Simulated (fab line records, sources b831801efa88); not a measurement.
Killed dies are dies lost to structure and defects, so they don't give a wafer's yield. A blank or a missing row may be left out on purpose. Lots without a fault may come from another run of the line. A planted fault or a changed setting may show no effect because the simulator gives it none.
A struck lot beside a sound one | flow sky130 | 15 steps out of a route of 708
Sound: wafers L879.2, L879.5, L879.6. Struck: wafers L870.1, L870.3, L870.5. The cause comes at the end.
At each step with rows: each side's tool, then ch and its chambers, then its first start. Under that, the readings that differ: sound wafers | struck wafers | difference of the means | sigmas: that difference in standard deviations of wafers without a fault.
alike: readings whose means differ by less than 2 such deviations, and words and numbers that are the same on both sides. not compared: withheld readings, readings that some wafer has no value for, bounds like >300 that may hide the same value, and numbers for which the record gives no deviation and whose values overlap.
The two part at a step that has a row with sigmas, a row that says differs or no value, or rows on one side only. Numbers that don't overlap but have no deviation are shown without sigmas and don't part them. A reading that every wafer of one side lacks parts them only if that side has two wafers or more.

first, 5 steps without rows for these wafers: SKY_LI_CONTACT_COAT_07 (resist thk 450 nm); SKY_LI_CONTACT_SOFTBAKE_08 (time 90 s); SKY_LI_CONTACT_EXPOSE_09 (exposes mask LICM1, target cd 170 nm); SKY_LI_CONTACT_PEB_10; SKY_LI_CONTACT_DEVELOP_11 (develop time 60 s).
SKY_LI_CONTACT_CD_MEAS_12: target cd 170 nm.
  sound on cd_sem-02, day 34 22:10; struck on cd_sem-02, day 32 08:41
  alike: cd_nm
SKY_LI_CONTACT_OVL_MEAS_13:
  sound on overlay-02, day 34 22:16; struck on overlay-01, day 32 08:49
  alike: LI_CONTACT_OVL
SKY_LI_CONTACT_ETCH_14: etches BARC in N2/H2, stops on SiO2, time 45.9 s, target depth 60 nm.
  sound on rie_diel-01 ch 0,2,3, day 34 22:18; struck on rie_diel-04 ch 1,2, day 32 08:51
  alike: drypump_motor_current_A, oes_product_au, throttle_valve_pct
  not compared: rf_hours_counter_h
SKY_LI_CONTACT_ETCH_15: etches PSG in C4F8/O2/Ar, stops on Si, target depth 600 nm.
  sound on rie_diel-01 ch 0,2,3, day 34 22:20; struck on rie_diel-04 ch 1,2, day 32 08:53
  alike: oes_product_au
SKY_LI_CONTACT_STRIP_16: strips in O2/N2.
  sound on plasma_asher-01 ch 0,1, day 34 22:25; struck on plasma_asher-01 ch 0,1, day 32 08:58
  reading                      | sound          | struck         | difference | sigmas
  strip_time_to_endpoint_s (s) | 3.44 3.46 3.48 | 3.51 3.54 3.53 | +0.07      | +2
  alike: drypump_motor_current_A, oes_product_au
  not compared: rf_hours_counter_h
then, 2 steps without rows for these wafers: SKY_LI_CONTACT_CLEAN_17 (cleans in NMP, time 600 s); SKY_LI_CONTACT_PRE_CLEAN_18 (time 5.6 s).
SKY_LI_CONTACT_SPUTTER_19: material Ti, target thk 20 nm, time 106.37 s.
  sound on pvd_sputter-02, day 34 22:44; struck on pvd_sputter-01, day 32 09:16
  no value came back on the struck wafers for cathode_dc_power_W (W), chamber_pressure_pa (Pa), throttle_valve_pct (%); on the sound wafers cathode_dc_power_W (W) reads 2499.7 2499.7 2499.7
SKY_LI_CONTACT_SPUTTER_20: material TiN, target thk 20 nm, time 80 s.
  sound on pvd_sputter-02, day 34 22:49; struck on pvd_sputter-01, day 32 09:20
  reading                | sound          | struck         | difference | sigmas
  throttle_valve_pct (%) | 32.9 31.3 33.0 | 30.4 29.8 29.3 | -2.6       | -3
  alike: cathode_dc_power_W, chamber_pressure_pa
-- the record jumps here: 16 days lie between the struck wafers' starts before and after (it left off in module LI_CONTACT and takes up again in module PAD_OPEN, whose first step shown is number 708 of the route) --
SKY_PAD_OPEN_PROBE_99:
  sound on prober-01, day 49 21:52; struck on prober-02, day 48 03:25
  reading            | sound    | struck      | difference | sigmas
  killed_at_contacts | 17 23 32 | 440 432 443 | +414       | +77
  killed_at_other    | 0 0 0    | 1 2 1       | +1         | +2
  killed_dies        | 85 71 97 | 492 492 492 | +408       | +42
  killed_on_rim      | 19 14 20 | 96 96 96    | +78        | +22
  alike: killed_at_M0_to_M3, killed_at_M4_up, killed_at_front_end, killed_open, killed_short

WHERE THEY PART
First at SKY_LI_CONTACT_STRIP_16; last, within this record, at SKY_PAD_OPEN_PROBE_99.

WHY: what the simulator had put in
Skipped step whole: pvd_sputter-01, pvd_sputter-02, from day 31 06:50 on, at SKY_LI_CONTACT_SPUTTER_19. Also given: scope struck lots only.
